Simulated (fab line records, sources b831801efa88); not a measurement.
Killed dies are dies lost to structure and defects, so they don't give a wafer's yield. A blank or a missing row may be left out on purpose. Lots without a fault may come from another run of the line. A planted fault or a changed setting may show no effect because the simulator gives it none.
A struck lot beside a sound one | flow sky130 | 16 steps out of a route of 708
Sound: wafers L770.1, L770.2, L770.3. Struck: wafers L780.3, L780.4, L780.5. The cause comes at the end.
At each step with rows: each side's tool, then ch and its chambers, then its first start. Under that, the readings that differ: sound wafers | struck wafers | difference of the means | sigmas: that difference in standard deviations of wafers without a fault.
alike: readings whose means differ by less than 2 such deviations, and words and numbers that are the same on both sides. not compared: withheld readings, readings that some wafer has no value for, bounds like >300 that may hide the same value, and numbers for which the record gives no deviation and whose values overlap.
The two part at a step that has a row with sigmas, a row that says differs or no value, or rows on one side only. Numbers that don't overlap but have no deviation are shown without sigmas and don't part them. A reading that every wafer of one side lacks parts them only if that side has two wafers or more.

first, 2 steps without rows for these wafers: SKY_METAL4_PEB_11; SKY_METAL4_DEVELOP_12 (develop time 60 s).
SKY_METAL4_CD_MEAS_13: target cd 300 nm.
  sound on cd_sem-02, day 44 01:48; struck on cd_sem-02, day 46 17:05
  reading    | sound             | struck            | difference | sigmas
  cd_nm (nm) | 301.5 302.5 302.4 | 298.2 297.6 298.3 | -4.1       | -3
SKY_METAL4_OVL_MEAS_14:
  sound on overlay-01, day 44 01:55; struck on overlay-01, day 46 17:11
  reading         | sound  | struck  | difference | sigmas
  METAL4_OVL (nm) | 5 -3 0 | 8 13 12 | +10        | +2
SKY_METAL4_DESCUM_15: chemistry O2, time 8 s.
  sound on rie_metal-03 ch 0,1, day 44 01:58; struck on rie_metal-03 ch 0,1, day 46 17:13
  alike: drypump_motor_current_A, oes_product_au
  not compared: rf_hours_counter_h
then, 1 step without rows for these wafers: SKY_METAL4_ETCH_16 (etches BARC in N2/H2, stops on SiO2, time 88.2 s, target depth 60 nm).
SKY_METAL4_ETCH_17: etches SiO2 in C4F8/O2/Ar, stops on TiN, time 3.9 s, target depth 15 nm.
  sound on rie_diel-03 ch 0,1,3, day 44 02:05; struck on rie_diel-04 ch 0,2, day 46 17:20
  alike: oes_product_au
SKY_METAL4_METAL_ETCH_18: etches the open film in Cl2/BCl3, stops on SiO2, target depth 845 nm, time 183.1 s.
  sound on rie_metal-04 ch 0,1, day 44 02:07; struck on rie_metal-04 ch 1, day 46 17:28
  alike: drypump_motor_current_A, oes_product_au, throttle_valve_pct
  not compared: rf_hours_counter_h
SKY_METAL4_STRIP_19: strips in O2/N2.
  sound on plasma_asher-01 ch 0,1, day 44 02:17; struck on plasma_asher-03 ch 0,1, day 46 17:44
  reading                     | sound       | struck      | difference | sigmas
  drypump_motor_current_A (A) | 5.5 5.2 5.1 | 6.0 6.6 6.6 | +1.1       | +3
  alike: oes_product_au, strip_time_to_endpoint_s
  not compared: rf_hours_counter_h
then, 3 steps without rows for these wafers: SKY_METAL4_STRIP_20 (strips in post etch residue remover, time 1200 s); SKY_METAL4_CLEAN_21 (cleans in IPA, time 180 s); SKY_METAL4_CLEAN_22 (cleans in O3/DIW).
SKY_VIA4_HDPCVD_00: deposits SiO2, target thk 1750 nm, time 291.7 s.
  sound on hdpcvd-01 ch 0,1,2, day 44 03:19; struck on hdpcvd-01 ch 0,1,2, day 46 18:18
  reading                                  | sound             | struck            | difference | sigmas
  run_length_s (s)                         | 319.9 319.9 318.9 | 328.7 327.4 329.2 | +8.9       | +13
  model.SiO2_of_VIA4_HDPCVD_00.thk_nm (nm) | 1738 1763 1743    | 1789 1816 1792    | +51        |
SKY_VIA4_THK_MEAS_01:
  sound on film_metro-01, day 44 03:29; struck on film_metro-01, day 46 18:46
  reading              | sound          | struck         | difference | sigmas
  VIA4_HDPCVD_THK (nm) | 1739 1763 1742 | 1790 1815 1792 | +51        | +3
  not compared: hold
SKY_VIA4_CMP_02: polishes SiO2.
  sound on cmp-02 ch 1,2,3, day 44 03:36; struck on cmp-01 ch 0,1,2, day 47 00:18
  reading | sound | struck                                                                     | difference                   | sigmas
  hold    | - - - | await_dispo/5.4h/release await_dispo/5.4h/release await_dispo/5.4h/release | no value on the sound wafers |
  alike: motor_current_A, retaining_ring_pressure_frac, slurry_filter_dp_kPa
SKY_PAD_OPEN_PROBE_99:
  the record has rows for the sound wafers here (prober-01, day 47 20:53) and none for the struck ones

WHERE THEY PART
First at SKY_METAL4_CD_MEAS_13; last, within this record, at SKY_PAD_OPEN_PROBE_99.

WHY: what the simulator had put in
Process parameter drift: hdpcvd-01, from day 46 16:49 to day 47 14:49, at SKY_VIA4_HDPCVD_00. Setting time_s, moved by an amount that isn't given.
